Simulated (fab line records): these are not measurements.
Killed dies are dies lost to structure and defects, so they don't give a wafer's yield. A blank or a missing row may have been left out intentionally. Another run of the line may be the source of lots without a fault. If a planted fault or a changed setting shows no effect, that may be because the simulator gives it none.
fab line records	flow gf180mcu
record: lots: 15	wafers: 45	last_day: 34
route steps=602 shown NWELL@52 VT_IMPLANT@130 POLY_GATE@157 HV_LDD@196
lots that met no fault: taken from a fault-free run of the same line
start_h: the number of hours between the record's first day and the start of the first shown wafer of the lot	wait_h: how many hours have passed since the lot's step before this one	" the same as in the row above	L1.1+2: a single row standing in for several wafers	- no value present, or no start provided	* or withheld: withheld	< > ~ a bound
route shown NAME@n: a module of which the file shows steps, and the number in the route of the first	usual: mean/standard deviation of fault-free wafers	same: alike in all rows	chamber/n: place in a boat	sites: the reading at each site	_std_site: how widely they spread, as a standard deviation	_edge_site: mean of outer sites minus mean of inner sites	radius_mm: for every site, how far away it sits from the centre of the wafer	mask NAME#n: copy n	behind: the tool/chamber that last shaped the wafer	hold: what put the lot on hold/how long, in hours/how the hold closed	device: which transistor (n, p or np) failed to switch	end of line: tests run on the same wafers once the route is complete	a step given without rows: its recipe and nothing more	killed: count of dies lost to structure and defects at first sort (not the wafer's yield)	map: dies across one wafer; x = killed, . = not, _ = none there
set.NAME: the run value of the setting; set.NAME@STEP: its run value at that earlier step	model.NAME: the simulator's own value behind a step, which no gauge read
a sample of lots followed through the steps of the route, with each step as a table and each wafer as a row
services: from which hour (start_h, from the record's first day; less than 0 if before it) a tool's chamber was out of use, for how many hours, and why
== steps ==
step: GF_NWELL_STRIP_10
recipe: chemistry: O2/N2	power_w: 1400	pressure_mtorr: 1500	platen_temp_c: 250	o2_flow_sccm: 3000	n2_flow_sccm: 300	overash_fraction: 0.5
usual: drypump_motor_current_A: 5.9/0.34	heater_power_w: 338/29	oes_product_au: 0.722/0.0051	strip_time_to_endpoint_s: 37.07/0.11
lot.wafer	tool	chamber	start_h	wait_h	drypump_motor_current_A	heater_power_w	oes_product_au	rf_hours_counter_h	strip_time_to_endpoint_s
L372.2	plasma_asher-04	1	55.55	0.1	6.2	381	0.715	40	37.12
L372.5	"	0	"	"	5.5	308	0.727	-	37.15
L372.6	"	1	"	"	6.2	393	0.718	-	37.30
L373.1	plasma_asher-02	1	64.55	0.1	6.0	318	0.721	32	36.98
L373.2	"	0	"	"	5.6	333	0.728	32	37.07
L373.6	"	1	"	"	6.1	323	0.725	-	37.18
L374.2	plasma_asher-04	1	72.25	0.1	6.3	395	0.727	41	37.17
L374.3	"	0	"	"	5.5	309	0.732	-	37.15
L374.6	"	1	"	"	6.3	393	0.719	-	37.14
L377.3	plasma_asher-04	1	86.93	0.1	6.3	380	0.719	-	36.96
L377.5	"	1	"	"	6.2	383	0.732	-	36.99
L377.6	"	0	"	"	5.5	310	0.722	-	36.89
L379.1	plasma_asher-02	1	95.75	0.1	6.1	330	0.725	35	37.25
L379.3	"	0	"	"	5.6	337	0.719	-	37.27
L379.6	"	0	"	"	5.6	343	0.721	-	37.13
L380.1	plasma_asher-04	0	99.95	0.1	5.5	314	0.723	44	37.03
L380.2	"	1	"	"	6.3	388	0.725	44	37.22
L380.6	"	1	"	"	6.3	387	0.725	-	37.22
L382.1	plasma_asher-02	0	110.15	0.1	5.6	339	0.717	37	37.21
L382.2	"	1	"	"	6.1	320	0.729	37	37.19
L382.4	"	1	"	"	6.0	323	0.718	-	37.20
L383.1	plasma_asher-03	0	114.20	0.1	5.8	335	0.723	36	37.03
L383.2	"	1	"	"	6.4	326	0.725	36	37.13
L383.4	"	0	"	"	5.8	334	0.722	-	37.07
L384.3	plasma_asher-02	0	119.38	0.1	5.6	330	0.715	-	36.91
L384.5	"	1	"	"	6.0	321	0.728	-	36.91
L384.6	"	0	"	"	5.6	342	0.727	-	36.97
L385.1	plasma_asher-04	1	128.75	0.1	6.3	389	0.722	48	36.91
L385.5	"	0	"	"	5.5	320	0.716	-	36.98
L385.6	"	1	"	"	6.3	378	0.707	-	37.02
L388.3	plasma_asher-04	0	143.98	0.1	5.5	314	0.712	-	37.23
L388.4	"	1	"	"	6.3	389	0.728	-	37.26
L388.5	"	0	"	"	5.5	312	0.723	-	37.22
L392.2	plasma_asher-02	1	163.94	0.1	6.0	319	0.729	42	36.93
L392.3	"	1	"	"	6.0	326	0.719	-	36.91
L392.4	"	0	"	"	5.6	338	0.729	-	36.97
L393.1	plasma_asher-02	0	168.39	0.1	5.6	341	0.723	43	36.99
L393.3	"	1	"	"	6.0	326	0.718	-	37.03
L393.4	"	0	"	"	5.6	337	0.733	-	36.97
L394.1	plasma_asher-04	1	174.39	0.1	6.3	391	0.723	53	37.17
L394.2	"	0	"	"	5.5	312	0.724	53	37.10
L394.6	"	1	"	"	6.3	386	0.721	-	37.18
L395.2	plasma_asher-04	1	186.39	0.1	6.2	395	0.723	54	37.13
L395.4	"	0	"	"	5.5	313	0.722	-	37.00
L395.5	"	1	"	"	6.2	401	0.719	-	36.99
step: GF_VT_IMPLANT_OVL_MEAS_40
usual: VT_IMPLANT_03_OVL: -0.9/1.5
lot.wafer	tool	chamber	start_h	wait_h	VT_IMPLANT_03_OVL[nm]
L372.2	overlay-02	-	154.36	0.1	-2.2
L372.5	"	-	"	"	-3.0
L372.6	"	-	"	"	-0.7
L373.1	overlay-02	-	164.66	0.1	-2.2
L373.2	"	-	"	"	-2.4
L373.6	"	-	"	"	-2.3
L374.2	overlay-01	-	173.51	0.1	-0.7
L374.3	"	-	"	"	-2.3
L374.6	"	-	"	"	-2.8
L377.3	overlay-02	-	192.82	0.1	1.1
L377.5	"	-	"	"	0.3
L377.6	"	-	"	"	-0.9
L379.1	overlay-02	-	204.26	0.1	-1.8
L379.3	"	-	"	"	-2.3
L379.6	"	-	"	"	-2.1
L380.1	overlay-02	-	209.21	0.1	-0.6
L380.2	"	-	"	"	-1.1
L380.6	"	-	"	"	-0.1
L382.1	overlay-01	-	220.86	0.1	0.9
L382.2	"	-	"	"	-1.8
L382.4	"	-	"	"	-1.9
L383.1	overlay-01	-	227.16	0.1	-0.9
L383.2	"	-	"	"	-0.6
L383.4	"	-	"	"	-0.8
L384.3	overlay-02	-	231.82	0.1	-1.9
L384.5	"	-	"	"	-1.1
L384.6	"	-	"	"	-2.3
L385.1	overlay-01	-	242.11	0.1	-0.3
L385.5	"	-	"	"	-2.3
L385.6	"	-	"	"	0.9
L388.3	overlay-02	-	261.62	0.1	-0.9
L388.4	"	-	"	"	-0.8
L388.5	"	-	"	"	-2.4
L392.2	overlay-01	-	285.11	0.1	1.5
L392.3	"	-	"	"	1.0
L392.4	"	-	"	"	-0.6
L393.1	overlay-01	-	292.76	0.1	-0.6
L393.3	"	-	"	"	0.3
L393.4	"	-	"	"	-1.4
L394.1	overlay-01	-	299.96	0.1	0.7
L394.2	"	-	"	"	-1.6
L394.6	"	-	"	"	-2.5
L395.2	overlay-02	-	316.11	0.1	-3.3
L395.4	"	-	"	"	-0.9
L395.5	"	-	"	"	-0.2
step: GF_POLY_GATE_CVD_00
recipe: material: poly-Si	target_thk_nm: 200	temp_c: 620	time_s: 1200	pressure_mtorr: 200
usual: spike_tc_bottom_C: 637.0/1.7	spike_tc_centre_C: 620.7/1.4	spike_tc_lower_C: 619.7/1.4	spike_tc_top_C: 638.6/1.6	spike_tc_upper_C: 619.2/1.4	susceptor_temp_C: 620.00/0.29	zone_power_lower_pct: 8.5/0.97
same: time_s: 1200
lot.wafer	tool	chamber	start_h	wait_h	spike_tc_bottom_C	spike_tc_centre_C	spike_tc_lower_C	spike_tc_top_C	spike_tc_upper_C	susceptor_temp_C	zone_power_lower_pct
L372.2	lpcvd-02	0	180.99	0.0	635.6	619.8	620.2	638.3	620.9	620.45	8.7
L372.5	"	0	"	"	635.1	620.1	621.6	639.1	618.9	619.73	8.7
L372.6	"	0	"	"	633.6	621.2	621.9	638.3	619.6	620.08	8.9
L373.1	lpcvd-02	0	185.21	0.0	634.8	619.9	620.1	638.3	619.7	619.29	8.7
L373.2	"	0	"	"	635.0	619.7	620.2	636.6	621.1	619.79	8.7
L373.6	"	0	"	"	633.8	619.9	621.0	638.9	621.7	619.86	8.7
L374.2	lpcvd-01	0	193.38	0.0	638.7	619.5	619.4	638.3	617.7	619.87	7.4
L374.3	"	0	"	"	636.8	619.6	620.3	639.1	620.2	620.32	7.3
L374.6	"	0	"	"	638.9	620.5	616.5	638.1	620.1	619.74	7.4
L377.3	lpcvd-01	1	217.15	0.0	637.3	622.9	619.4	637.8	618.1	620.29	9.1
L377.5	"	1	"	"	638.1	623.5	620.7	636.4	619.4	620.26	9.2
L377.6	"	1	"	"	639.6	620.9	620.9	637.0	619.5	620.52	9.1
L379.1	lpcvd-01	0	226.18	0.0	638.1	620.4	616.2	636.0	619.1	620.19	7.4
L379.3	"	0	"	"	637.1	619.9	617.9	639.0	617.8	619.85	7.4
L379.6	"	0	"	"	638.0	619.4	619.3	639.1	619.2	620.01	7.5
L380.1	lpcvd-02	1	233.54	0.9	637.5	621.8	621.6	641.1	620.0	619.74	10.2
L380.2	"	1	"	"	637.3	619.1	619.2	640.1	617.9	620.15	10.6
L380.6	"	1	"	"	637.3	621.9	619.7	642.1	617.7	620.11	10.2
L382.1	lpcvd-02	1	244.57	0.0	637.1	619.0	621.6	642.9	617.8	620.24	10.1
L382.2	"	1	"	"	635.2	621.7	621.8	640.6	617.4	620.05	10.4
L382.4	"	1	"	"	636.6	619.2	620.4	642.4	618.6	620.03	10.1
L383.1	lpcvd-02	1	253.57	0.0	622.8	608.3	610.3	628.9	604.8	607.37	9.9
L383.2	"	1	"	"	624.7	607.0	607.6	630.0	607.5	607.71	9.9
L383.4	"	1	"	"	624.9	608.6	609.2	631.3	608.0	607.13	9.8
L384.3	lpcvd-02	0	257.97	0.0	622.1	606.9	608.8	627.1	607.8	607.78	8.4
L384.5	"	0	"	"	621.9	609.0	608.6	627.3	609.6	607.89	8.3
L384.6	"	0	"	"	625.4	607.3	608.3	625.1	610.1	607.67	8.6
L385.1	lpcvd-02	0	270.08	0.0	621.7	608.5	607.1	626.2	607.9	608.04	8.4
L385.5	"	0	"	"	622.5	607.8	608.2	626.4	607.5	607.49	8.3
L385.6	"	0	"	"	623.8	606.5	609.8	626.3	608.6	607.72	8.4
L388.3	lpcvd-01	1	289.07	0.0	637.3	623.1	619.4	637.6	619.5	619.72	9.1
L388.4	"	1	"	"	637.6	621.5	621.5	637.2	618.9	619.74	9.2
L388.5	"	1	"	"	639.0	622.1	620.6	637.8	618.8	619.98	9.2
L392.2	lpcvd-01	0	309.53	0.0	639.5	619.8	618.3	639.2	617.6	620.17	7.5
L392.3	"	0	"	"	637.4	621.7	617.6	638.6	618.3	620.22	7.2
L392.4	"	0	"	"	638.6	619.9	617.4	639.4	618.6	619.65	7.5
L393.1	lpcvd-01	0	318.07	0.0	638.3	618.9	620.8	640.3	617.7	619.92	7.4
L393.3	"	0	"	"	638.0	620.6	618.4	637.2	619.4	620.30	7.4
L393.4	"	0	"	"	637.0	619.2	618.6	637.7	618.3	620.18	7.3
L394.1	lpcvd-01	0	325.66	0.0	637.0	620.4	620.3	638.8	618.1	620.30	7.4
L394.2	"	0	"	"	638.1	621.3	620.8	638.8	619.0	619.51	7.2
L394.6	"	0	"	"	639.5	622.7	618.3	636.8	616.9	620.04	7.4
L395.2	lpcvd-01	1	341.48	0.0	638.7	622.6	620.6	635.6	620.1	619.80	9.2
L395.4	"	1	"	"	636.2	623.5	619.2	635.9	621.4	620.55	9.2
L395.5	"	1	"	"	640.0	624.3	619.3	637.2	619.2	620.13	8.9
step: GF_POLY_GATE_THK_MEAS_01
recipe: reads: poly-Si_of_POLY_GATE_CVD_00
usual: POLY_GATE_CVD_00_THK: 200.2/2
lot.wafer	tool	chamber	start_h	wait_h	POLY_GATE_CVD_00_THK[nm]
L372.2	film_metro-01	-	182.34	0.0	198.0
L372.5	"	-	"	"	198.5
L372.6	"	-	"	"	197.3
L373.1	film_metro-01	-	186.54	0.0	196.5
L373.2	"	-	"	"	196.8
L373.6	"	-	"	"	198.4
L374.2	film_metro-01	-	194.73	0.0	203.2
L374.3	"	-	"	"	202.7
L374.6	"	-	"	"	202.2
L377.3	film_metro-03	-	218.50	0.0	195.8
L377.5	"	-	"	"	196.8
L377.6	"	-	"	"	197.1
L379.1	film_metro-02	-	227.51	0.0	196.3
L379.3	"	-	"	"	197.5
L379.6	"	-	"	"	197.2
L380.1	film_metro-02	-	234.87	0.0	200.6
L380.2	"	-	"	"	200.6
L380.6	"	-	"	"	202.9
L382.1	film_metro-03	-	245.91	0.0	202.0
L382.2	"	-	"	"	202.5
L382.4	"	-	"	"	204.3
L383.1	film_metro-03	-	254.90	0.0	150.6
L383.2	"	-	"	"	150.6
L383.4	"	-	"	"	149.5
L384.3	film_metro-01	-	259.33	0.0	150.2
L384.5	"	-	"	"	149.1
L384.6	"	-	"	"	151.1
L385.1	film_metro-02	-	272.08	0.0	149.9
L385.5	"	-	"	"	150.0
L385.6	"	-	"	"	148.4
L388.3	film_metro-03	-	290.42	0.0	202.8
L388.4	"	-	"	"	201.0
L388.5	"	-	"	"	201.3
L392.2	film_metro-03	-	310.88	0.0	200.5
L392.3	"	-	"	"	200.3
L392.4	"	-	"	"	201.1
L393.1	film_metro-02	-	319.41	0.0	201.9
L393.3	"	-	"	"	203.2
L393.4	"	-	"	"	202.7
L394.1	film_metro-03	-	326.99	0.0	200.0
L394.2	"	-	"	"	201.7
L394.6	"	-	"	"	200.8
L395.2	film_metro-02	-	342.82	0.0	201.0
L395.4	"	-	"	"	199.1
L395.5	"	-	"	"	202.4
step: GF_POLY_GATE_ETCH_13
recipe: target: poly-Si	target_depth_nm: 198.5	stop_on: SiO2	over_etch_frac: 0.403	chemistry: HBr/Cl2	icp_w: 400	bias_w: 100	pressure_mtorr: 10	HBr_flow_sccm: 150	Cl2_flow_sccm: 50	time_s: 72.55
usual: drypump_motor_current_A: 5.9/0.43	oes_product_au: 0.984/0.007	throttle_valve_pct: 33.686/0.0099
same: time_s: 72.55
lot.wafer	tool	chamber	start_h	wait_h	drypump_motor_current_A	oes_product_au	rf_hours_counter_h	throttle_valve_pct
L372.2	rie_si-02	1	199.02	-	6.0	0.975	27	33.685
L372.5	"	3	"	"	6.2	0.977	-	33.678
L372.6	"	0	"	"	5.9	0.976	-	33.691
L373.1	rie_si-02	2	203.26	-	6.2	0.970	69	33.681
L373.2	"	3	"	"	6.2	0.982	16	33.669
L373.6	"	3	"	"	6.2	0.977	-	33.692
L374.2	rie_si-01	0	211.26	-	5.3	0.984	29	33.676
L374.3	"	2	"	"	5.9	0.984	16	33.677
L374.6	"	2	"	"	5.9	0.994	-	33.702
L377.3	rie_si-02	3	235.81	-	6.2	0.973	16	33.686
L377.5	"	0	"	"	5.9	0.983	-	33.683
L377.6	"	3	"	"	6.1	0.979	-	33.680
L379.1	rie_si-02	1	245.61	-	6.1	0.973	28	33.673
L379.3	"	2	"	"	6.2	0.979	69	33.694
L379.6	"	1	"	"	6.1	0.984	-	33.698
L380.1	rie_si-01	1	253.01	-	5.0	0.990	108	33.684
L380.2	"	2	"	"	5.9	0.991	16	33.679
L380.6	"	2	"	"	5.9	0.993	-	33.684
L382.1	rie_si-01	3	264.46	-	6.4	0.989	101	33.710
L382.2	"	0	"	"	5.2	0.996	30	33.704
L382.4	"	1	"	"	5.0	0.992	108	33.674
L383.1	rie_si-01	0	273.16	-	5.2	0.817	30	33.683
L383.2	"	2	"	"	5.9	0.825	16	33.683
L383.4	"	2	"	"	5.9	0.811	-	33.686
L384.3	rie_si-01	3	277.61	-	6.4	0.820	101	33.689
L384.5	"	0	"	"	5.3	0.809	-	33.687
L384.6	"	3	"	"	6.4	0.808	-	33.686
L385.1	rie_si-01	3	292.56	-	6.4	0.805	101	33.687
L385.5	"	3	"	"	6.4	0.820	-	33.696
L385.6	"	0	"	"	5.2	0.813	-	33.688
L388.3	rie_si-02	0	311.16	-	5.9	0.989	98	33.682
L388.4	"	3	"	"	6.2	0.992	17	33.690
L388.5	"	0	"	"	5.9	0.990	-	33.671
L392.2	rie_si-02	3	331.96	-	6.2	0.984	17	33.682
L392.3	"	2	"	"	6.2	0.988	70	33.679
L392.4	"	3	"	"	6.2	0.997	-	33.701
L393.1	rie_si-01	3	341.16	-	6.4	0.983	0	33.698
L393.3	"	1	"	"	5.0	0.982	1	33.682
L393.4	"	0	"	"	5.2	0.983	31	33.689
L394.1	rie_si-01	1	349.21	-	5.0	0.983	1	33.695
L394.2	"	2	"	"	5.9	0.977	17	33.678
L394.6	"	3	"	"	6.4	0.975	-	33.681
L395.2	rie_si-01	2	364.06	-	5.9	0.982	17	33.693
L395.4	"	0	"	"	5.3	0.985	31	33.703
L395.5	"	0	"	"	5.2	0.990	-	33.702
step: GF_HV_LDD_OVL_MEAS_20
usual: HV_LDD_01_OVL: 0.3/1.5
lot.wafer	tool	chamber	start_h	wait_h	HV_LDD_01_OVL[nm]
L372.2	overlay-02	-	236.64	0.1	-0.6
L372.5	"	-	"	"	-2.1
L372.6	"	-	"	"	1.6
L373.1	overlay-02	-	240.48	0.1	1.6
L373.2	"	-	"	"	1.0
L373.6	"	-	"	"	0.5
L374.2	overlay-02	-	250.99	0.1	-1.0
L374.3	"	-	"	"	-1.3
L374.6	"	-	"	"	0.9
L377.3	overlay-02	-	274.39	0.1	-0.5
L377.5	"	-	"	"	-1.1
L377.6	"	-	"	"	-1.1
L379.1	overlay-02	-	288.48	0.1	-2.7
L379.3	"	-	"	"	-0.8
L379.6	"	-	"	"	-1.5
L380.1	overlay-01	-	297.68	0.1	0.5
L380.2	"	-	"	"	4.2
L380.6	"	-	"	"	1.3
L382.1	overlay-01	-	307.23	0.1	0.4
L382.2	"	-	"	"	0.0
L382.4	"	-	"	"	0.1
L383.1	overlay-02	-	315.28	0.1	-0.8
L383.2	"	-	"	"	1.4
L383.4	"	-	"	"	0.5
L384.3	overlay-02	-	320.44	0.1	1.2
L384.5	"	-	"	"	0.7
L384.6	"	-	"	"	2.1
L385.1	overlay-02	-	336.48	0.1	0.5
L385.5	"	-	"	"	1.0
L385.6	"	-	"	"	0.8
L388.3	overlay-02	-	355.14	0.1	-0.3
L388.4	"	-	"	"	2.4
L388.5	"	-	"	"	1.1
L392.2	overlay-01	-	377.03	0.1	0.6
L392.3	"	-	"	"	0.7
L392.4	"	-	"	"	0.6
L393.1	overlay-02	-	386.72	0.1	-3.1
L393.3	"	-	"	"	-1.8
L393.4	"	-	"	"	-1.4
L394.1	overlay-01	-	397.87	0.1	-1.6
L394.2	"	-	"	"	0.5
L394.6	"	-	"	"	-1.4
L395.2	overlay-02	-	412.63	0.1	-1.7
L395.4	"	-	"	"	-1.5
L395.5	"	-	"	"	-0.6
== services ==
tool	chamber	start_h	hours	kind
rie_si-01	0	38.96	8.3	repair
lpcvd-01	-	88.84	9.2	repair
rie_si-01	1	89.37	1.9	repair
plasma_asher-02	-	120.90	1.6	repair
plasma_asher-03	-	139.48	1.9	repair
plasma_asher-02	-	143.25	2.5	repair
lpcvd-01	-	152.91	0.5	repair
rie_si-01	1	195.11	5.4	repair
lpcvd-01	-	199.58	0.5	repair
rie_si-02	1	235.04	1.4	repair
rie_si-01	2	238.30	2.1	repair
rie_si-01	1	266.10	-	clean
rie_si-01	1	266.10	16.8	scheduled_down
rie_si-01	1	266.10	16.8	vent_cycle
rie_si-01	3	304.05	-	clean
rie_si-01	3	304.05	19.3	scheduled_down
rie_si-01	3	304.05	19.3	vent_cycle
rie_si-02	0	317.38	-	clean
rie_si-02	0	317.38	18.1	scheduled_down
rie_si-02	0	317.38	18.1	vent_cycle
plasma_asher-02	-	353.05	1.7	repair
== key ==
first_sign: step: GF_POLY_GATE_CVD_00	reading: susceptor_temp_C	direction: down	sigmas: 43	usual: *	struck: *
effect: step: GF_POLY_GATE_CVD_00	reading: spike_tc_centre_C	direction: down	sigmas: 9.5	usual: 620.7	struck: 607.8
effect: step: GF_POLY_GATE_THK_MEAS_01	reading: POLY_GATE_CVD_00_THK	direction: down	sigmas: 25	usual: 200.2	struck: 149.9
effect: step: GF_POLY_GATE_ETCH_13	reading: oes_product_au	direction: down	sigmas: 24	usual: 0.984	struck: 0.814
met_at GF_POLY_GATE_CVD_00
struck_lots L383,L384,L385
sort_left_out L383.1,L383.2,L383.4,L384.3,L384.5,L384.6,L385.1,L385.5,L385.6
tester_left_out L383,L384,L385
not_acting_at GF_NWELL_STRIP_10,GF_VT_IMPLANT_OVL_MEAS_40,GF_HV_LDD_OVL_MEAS_20
onset_between 244.57 253.57
fault: kind: process_parameter_drift	tool: lpcvd-02	chamber: -	onset_h: 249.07	steps: GF_POLY_GATE_CVD_00	channel: temp_c	offset: *	shape: step	end_h: 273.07	acts_in: *	stated: *
tester_left_out: of these lots the tester's yield and bins aren't shown, on N5 and GAA mostly nor the transistor test; their killed dies are dies lost to structure and defects alone, not to doping, threshold or leakage, so they don't give the yield
sort_left_out: the simulated sort isn't trusted on such a fault, so these wafers' sort isn't shown, and their yield isn't known
